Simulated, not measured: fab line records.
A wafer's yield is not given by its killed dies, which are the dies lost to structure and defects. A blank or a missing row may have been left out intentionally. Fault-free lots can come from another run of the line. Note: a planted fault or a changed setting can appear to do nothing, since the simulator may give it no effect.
The tool behind it: which one? + flow gf180mcu + 12 lots, 35 wafers sampled, at 6 steps of a route of 602

WHAT THE GAUGES READ, wafer by wafer
GF_MVSD_TW_MEAS_11. Usual: for MVSD_TW the level is 1576 and the standard deviation is 11.
| lot  | measured    | on            | MVSD_TW        | flag |
|------|-------------|---------------|----------------|------|
| L938 | day 4 11:46 | film metro-04 | 1587 1592 1595 |      |
| L939 | day 4 15:27 | film metro-01 | 1564 1563 1558 |      |
| L940 | day 4 23:24 | film metro-04 | 1601 1593 1587 |      |
| L941 | day 5 04:18 | film metro-04 | 1593 1596 1591 |      |
| L942 | day 5 09:14 | film metro-04 | 1591 1589 1595 |      |
| L943 | day 5 15:22 | film metro-04 | 1584 1594 1588 |      |
| L944 | day 5 21:47 | film metro-01 | 1566 1567 1562 |      |
| L945 | day 6 03:27 | film metro-01 | 1577 1572 1573 |      |
| L949 | day 7 04:09 | film metro-01 | 1558 1736      | OFF  |
| L954 | day 8 07:29 | film metro-04 | 1581 1575 1586 |      |
| L955 | day 8 12:22 | film metro-02 | 1580 1576 1572 |      |
| L957 | day 9 02:34 | film metro-01 | 1564 1567 1572 |      |

GF_MVPSD_OVL_MEAS_07. Usual: for MVPSD_OVL the level is -1.7 nm and the standard deviation is 1.3.
| lot  | measured    | on         | MVPSD_OVL (nm) | flag |
|------|-------------|------------|----------------|------|
| L938 | day 5 00:51 | overlay-02 | -3.3 -3.1 0.5  |      |
| L939 | day 5 05:53 | overlay-02 | -3.6 -3.2 -1.7 |      |
| L940 | day 5 13:52 | overlay-02 | -0.7 -2.1 -2.0 |      |
| L941 | day 5 18:10 | overlay-01 | -2.9 -1.3 -1.1 |      |
| L942 | day 5 23:41 | overlay-01 | -3.1 -3.0 -1.5 |      |
| L943 | day 6 06:22 | overlay-01 | -1.2 -2.5 -0.9 |      |
| L944 | day 6 12:38 | overlay-02 | 1.2 -0.6 2.1   |      |
| L945 | day 6 18:19 | overlay-01 | 0.2 -0.2 -2.2  |      |
| L949 | day 7 19:49 | overlay-01 | -1.4 -2.4      |      |
| L954 | day 9 00:01 | overlay-02 | 0.6 -1.8 -0.4  |      |
| L955 | day 9 05:58 | overlay-01 | -2.0 -0.4 1.0  |      |
| L957 | day 9 19:32 | overlay-01 | -4.8 -2.2 -4.4 |      |

GF_VT_IMPLANT_OVL_MEAS_40. Usual: for VT_IMPLANT_03_OVL the level is -0.6 nm and the standard deviation is 1.4.
| lot  | measured     | on         | VT_IMPLANT_03_OVL (nm) | flag |
|------|--------------|------------|------------------------|------|
| L938 | day 7 12:51  | overlay-02 | 0.4 -0.6 0.7           |      |
| L939 | day 7 17:55  | overlay-01 | -2.4 -1.3 -1.3         |      |
| L940 | day 8 04:36  | overlay-02 | -1.2 -1.6 -0.8         |      |
| L941 | day 8 08:42  | overlay-02 | -1.6 -0.6 -1.2         |      |
| L942 | day 8 14:52  | overlay-02 | 0.2 -2.3 -1.3          |      |
| L943 | day 8 22:25  | overlay-02 | 0.5 1.5 0.0            |      |
| L944 | day 9 06:14  | overlay-02 | 0.9 2.0 0.6            |      |
| L945 | day 9 10:58  | overlay-02 | -2.9 -2.6 -3.1         |      |
| L949 | day 10 17:37 | overlay-02 | 1.7 -0.7               |      |
| L954 | day 12 00:08 | overlay-01 | 1.5 0.6 3.8            |      |
| L955 | day 12 06:55 | overlay-02 | 0.8 2.8 0.8            |      |
| L957 | day 12 23:09 | overlay-02 | 0.1 -1.5 -2.3          |      |

GF_VT_IMPLANT_RS_MEAS_46: a four-point-probe measurement. Usual: for MVSD_RS the level is 456.5 ohm/sq and the standard deviation is 1.
| lot  | measured     | on            | MVSD_RS (ohm/sq)  | flag |
|------|--------------|---------------|-------------------|------|
| L938 | day 7 13:21  | film metro-01 | 457.3 458.2 458.0 |      |
| L939 | day 7 18:27  | film metro-02 | 455.7 456.1 456.5 |      |
| L940 | day 8 05:07  | film metro-02 | 454.9 455.8 456.6 |      |
| L941 | day 8 09:13  | film metro-02 | 456.7 454.5 455.5 |      |
| L942 | day 8 15:22  | film metro-02 | 456.3 456.3 455.7 |      |
| L943 | day 8 22:59  | film metro-04 | 456.3 455.9 456.8 |      |
| L944 | day 9 06:44  | film metro-02 | 456.2 456.1 457.0 |      |
| L945 | day 9 11:29  | film metro-02 | 455.1 454.9 455.5 |      |
| L949 | day 10 18:20 | film metro-04 | 455.5 383.7       | OFF  |
| L954 | day 12 00:38 | film metro-01 | 456.4 457.7 455.4 |      |
| L955 | day 12 07:26 | film metro-04 | 456.0 455.6 455.2 |      |
| L957 | day 12 23:40 | film metro-04 | 458.5 457.0 458.1 |      |

EACH LOT AND THE TOOL THAT RAN IT (in order: tool; ch and the chambers of the sampled wafers; start)
| lot  | GF_STI_ETCH_13                    | GF_MVSD_IMPLANT_08             |
|------|-----------------------------------|--------------------------------|
| L938 | rie diel-04 ch 2,3, day 2 02:36   | implanter-03 ch 0, day 4 11:22 |
| L939 | rie diel-04 ch 0,1,2, day 2 06:31 | implanter-01 ch 0, day 4 15:05 |
| L940 | rie diel-03 ch 0,2, day 2 12:12   | implanter-01 ch 0, day 4 23:01 |
| L941 | rie diel-03 ch 0,1,2, day 2 16:42 | implanter-03 ch 0, day 5 03:55 |
| L942 | rie diel-04 ch 0,2,3, day 2 22:43 | implanter-03 ch 0, day 5 08:52 |
| L943 | rie diel-04 ch 0,1, day 3 03:12   | implanter-04 ch 0, day 5 14:59 |
| L944 | rie diel-03 ch 1,2,3, day 3 08:15 | implanter-03 ch 0, day 5 21:23 |
| L945 | rie diel-04 ch 0,1, day 3 13:19   | implanter-04 ch 0, day 6 03:05 |
| L949 | rie diel-04 ch 2,3, day 4 10:34   | implanter-03 ch 0, day 7 03:46 |
| L954 | rie diel-04 ch 0,3, day 5 13:07   | implanter-01 ch 0, day 8 07:05 |
| L955 | rie diel-03 ch 1,2,3, day 5 17:04 | implanter-04 ch 0, day 8 11:59 |
| L957 | rie diel-02 ch 0,1,3, day 6 05:15 | implanter-01 ch 0, day 9 02:11 |
- GF_STI_ETCH_13: etches the open film in CHF3/O2, stops on Si, target depth 282.31 nm, time 112.9 s.
- GF_MVSD_IMPLANT_08

WHAT THE TOOLS THEMSELVES READ (means of the sampled wafers that have a number; where no wafer has one, the mark that the record gives instead)
GF_STI_ETCH_13. Usual: chf3 flow sccm 50.02 sccm, standard deviation 0.17; drypump motor current A 5.7 A, standard deviation 0.39; oes product au 0.834 a.u., standard deviation 0.0055; throttle valve pct 8.811 %, standard deviation 0.009.
| lot  | tool        | chf3 flow sccm (sccm) | drypump motor current A (A) | oes product au (a.u.) | throttle valve pct (%) | flag |
|------|-------------|-----------------------|-----------------------------|-----------------------|------------------------|------|
| L938 | rie diel-04 | 50.15                 | 5.6                         | 0.831                 | 8.810                  |      |
| L939 | rie diel-04 | 50.15                 | 5.5                         | 0.831                 | 8.811                  |      |
| L940 | rie diel-03 | 50.06                 | 6.3                         | 0.839                 | 8.808                  |      |
| L941 | rie diel-03 | 49.96                 | 6.0                         | 0.836                 | 8.801                  |      |
| L942 | rie diel-04 | 49.80                 | 5.6                         | 0.836                 | 8.815                  |      |
| L943 | rie diel-04 | 50.01                 | 5.5                         | 0.834                 | 8.806                  |      |
| L944 | rie diel-03 | 50.19                 | 6.0                         | 0.831                 | 8.801                  |      |
| L945 | rie diel-04 | 49.79                 | 5.5                         | 0.835                 | 8.819                  |      |
| L949 | rie diel-04 | 49.98                 | 5.7                         | 0.839                 | 8.793                  |      |
| L954 | rie diel-04 | 50.01                 | 5.7                         | 0.834                 | 8.815                  |      |
| L955 | rie diel-03 | 49.99                 | 6.0                         | 0.831                 | 8.810                  |      |
| L957 | rie diel-02 | 49.97                 | 5.6                         | 0.842                 | 8.809                  |      |

GF_MVSD_IMPLANT_08. Usual: beam on s 10.00 s, standard deviation 0.21; faraday current uA 90.2, standard deviation 1.9.
| lot  | tool         | beam on s (s) | faraday current uA | flag |
|------|--------------|---------------|--------------------|------|
| L938 | implanter-03 | 9.85          | 91.5               |      |
| L939 | implanter-01 | 9.94          | 90.8               |      |
| L940 | implanter-01 | 9.94          | 90.9               |      |
| L941 | implanter-03 | 9.77          | 92.6               |      |
| L942 | implanter-03 | 10.09         | 89.2               |      |
| L943 | implanter-04 | 10.40         | 86.6               |      |
| L944 | implanter-03 | 9.95          | 90.6               |      |
| L945 | implanter-04 | 10.07         | 89.4               |      |
| L949 | implanter-03 | 12.42         | 74.9               | OFF  |
| L954 | implanter-01 | 10.00         | 90.3               |      |
| L955 | implanter-04 | 10.05         | 90.1               |      |
| L957 | implanter-01 | 10.23         | 88.3               |      |

THE ANSWER, worked out from the rows above alone
Rule: lot off if the mean of its wafers having a number is beyond 3 standard deviations from the usual mean. A lot without any number at a reading at which 4 lots or more have one is off too. Where the step has rows for the other lots, those lots are counted as sound. The gauges are gone through in route order, then the tools' own readings, and for those a lot's mean is taken as printed above. At the first step where some lot is off, the reading lying furthest off is the one used; lots without a number count as furthest.
Off: L949, at GF_MVSD_TW_MEAS_11 (MVSD_TW).
A tool fits if, at a process step before that reading, it ran every lot that is off, and no sound lot after the first of them. The gauges at GF_MVSD_TW_MEAS_11 aren't tried: what is off there is off at GF_VT_IMPLANT_RS_MEAS_46 too, on other tools, and a gauge's error can't cause that. One fits: GF_MVSD_IMPLANT_08 on implanter-03. Its last sound lot is L944 (day 5 21:23), its first lot that is off L949 (day 7 03:46): a fault that began between those two fits.
The tool's own readings at GF_MVSD_IMPLANT_08 bear it out: on the lots that are off they differ by more than 5 times the standard deviation of the sound lots' means. beam on s reads 12.42 s there against 10.03 s on the sound lots; faraday current uA reads 74.9 there against 90.0 on the sound lots.

WHAT THE SIMULATOR HAD PUT IN
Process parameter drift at GF_MVSD_IMPLANT_08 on implanter-03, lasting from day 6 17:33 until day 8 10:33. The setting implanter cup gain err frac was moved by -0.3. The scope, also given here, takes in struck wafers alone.
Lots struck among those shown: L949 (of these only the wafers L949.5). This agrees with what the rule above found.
